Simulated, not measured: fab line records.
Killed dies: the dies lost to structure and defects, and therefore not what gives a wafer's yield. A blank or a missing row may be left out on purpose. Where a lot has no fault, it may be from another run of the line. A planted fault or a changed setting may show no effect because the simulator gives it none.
Chamber matching / flow sky130 / SKY_VIA3_ETCH_14 on rie diel-01: 4 sister chambers
The step etches BARC in N2/H2, stops on SiO2, time 45.9 s, target depth 60 nm. 18 wafers are shown with their chamber, then 9 later ones without.

## WAFERS PAIRED WITH THEIR CHAMBERS
wafer=L074.1; chamber=0; drypump motor current A (A)=4.8; oes product au (a.u.)=0.857; throttle valve pct (%)=13.233
wafer=L074.4; chamber=1; drypump motor current A (A)=6.0; oes product au (a.u.)=0.856; throttle valve pct (%)=13.222
wafer=L074.6; chamber=1; drypump motor current A (A)=6.0; oes product au (a.u.)=0.858; throttle valve pct (%)=13.227
wafer=L075.2; chamber=3; drypump motor current A (A)=6.0; oes product au (a.u.)=0.858; throttle valve pct (%)=13.236
wafer=L075.3; chamber=2; drypump motor current A (A)=5.0; oes product au (a.u.)=0.860; throttle valve pct (%)=13.238
wafer=L075.6; chamber=2; drypump motor current A (A)=5.0; oes product au (a.u.)=0.858; throttle valve pct (%)=13.219
wafer=L078.2; chamber=0; drypump motor current A (A)=4.8; oes product au (a.u.)=0.855; throttle valve pct (%)=13.240
wafer=L078.5; chamber=3; drypump motor current A (A)=6.0; oes product au (a.u.)=0.854; throttle valve pct (%)=13.241
wafer=L078.6; chamber=0; drypump motor current A (A)=4.8; oes product au (a.u.)=0.860; throttle valve pct (%)=13.236
wafer=L080.1; chamber=2; drypump motor current A (A)=5.0; oes product au (a.u.)=0.858; throttle valve pct (%)=13.233
wafer=L080.2; chamber=1; drypump motor current A (A)=6.1; oes product au (a.u.)=0.854; throttle valve pct (%)=13.230
wafer=L080.3; chamber=0; drypump motor current A (A)=4.8; oes product au (a.u.)=0.860; throttle valve pct (%)=13.199
wafer=L080.4; chamber=3; drypump motor current A (A)=6.0; oes product au (a.u.)=0.859; throttle valve pct (%)=13.213
wafer=L080.5; chamber=1; drypump motor current A (A)=6.1; oes product au (a.u.)=0.856; throttle valve pct (%)=13.228
wafer=L080.6; chamber=2; drypump motor current A (A)=5.1; oes product au (a.u.)=0.855; throttle valve pct (%)=13.215
wafer=L082.1; chamber=1; drypump motor current A (A)=6.1; oes product au (a.u.)=0.859; throttle valve pct (%)=13.216
wafer=L082.2; chamber=3; drypump motor current A (A)=6.0; oes product au (a.u.)=0.858; throttle valve pct (%)=13.228
wafer=L082.5; chamber=3; drypump motor current A (A)=6.0; oes product au (a.u.)=0.852; throttle valve pct (%)=13.224

SIGNATURES, as means of the wafers listed above
reading=drypump motor current A; chamber 0=4.800; chamber 1=6.060; chamber 2=5.025; chamber 3=6.000; scatter within a chamber=0.0373
reading=oes product au; chamber 0=0.85800; chamber 1=0.85660; chamber 2=0.85775; chamber 3=0.85620; scatter within a chamber=0.00243
reading=throttle valve pct; chamber 0=13.22700; chamber 1=13.22460; chamber 2=13.22625; chamber 3=13.22840; scatter within a chamber=0.0121
Rule: for each reading, subtract the chamber's mean from the wafer's reading, divide by that reading's scatter and square the result; add these up over the readings and take the root, which gives the wafer's distance from the chamber. The wafer belongs to the nearest chamber; if the next one is less than 2 further off, it can't be placed. The scatter is the square root of a quotient: the sum, over the shown wafers, of each reading's squared deviation from its chamber's mean, divided by wafers minus chambers.

## WAFERS WITH NO CHAMBER GIVEN
wafer=L089.1; drypump motor current A (A)=6.1; oes product au (a.u.)=0.851; throttle valve pct (%)=13.222
wafer=L089.2; drypump motor current A (A)=5.0; oes product au (a.u.)=0.853; throttle valve pct (%)=13.228
wafer=L089.3; drypump motor current A (A)=6.0; oes product au (a.u.)=0.846; throttle valve pct (%)=13.226
wafer=L089.4; drypump motor current A (A)=4.8; oes product au (a.u.)=0.858; throttle valve pct (%)=13.238
wafer=L089.5; drypump motor current A (A)=6.1; oes product au (a.u.)=0.852; throttle valve pct (%)=13.218
wafer=L089.6; drypump motor current A (A)=5.0; oes product au (a.u.)=0.868; throttle valve pct (%)=13.224
wafer=L092.1; drypump motor current A (A)=5.0; oes product au (a.u.)=0.858; throttle valve pct (%)=13.216
wafer=L092.3; drypump motor current A (A)=6.1; oes product au (a.u.)=0.856; throttle valve pct (%)=13.225
wafer=L092.5; drypump motor current A (A)=6.1; oes product au (a.u.)=0.851; throttle valve pct (%)=13.218

## WHICH CHAMBER EACH ONE RAN IN
wafer=L089.1; from the rows above=can't be placed: 1 or 3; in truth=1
wafer=L089.2; from the rows above=2; in truth=2
wafer=L089.3; from the rows above=can't be placed: 3 or 1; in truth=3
wafer=L089.4; from the rows above=0; in truth=0
wafer=L089.5; from the rows above=can't be placed: 1 or 3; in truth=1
wafer=L089.6; from the rows above=2; in truth=2
wafer=L092.1; from the rows above=2; in truth=2
wafer=L092.3; from the rows above=can't be placed: 1 or 3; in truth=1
wafer=L092.5; from the rows above=can't be placed: 1 or 3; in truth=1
Placed correctly: 4 of 9. These rows do not allow placing 5 (true chamber among the candidates in 5). Number placed wrongly: 0.
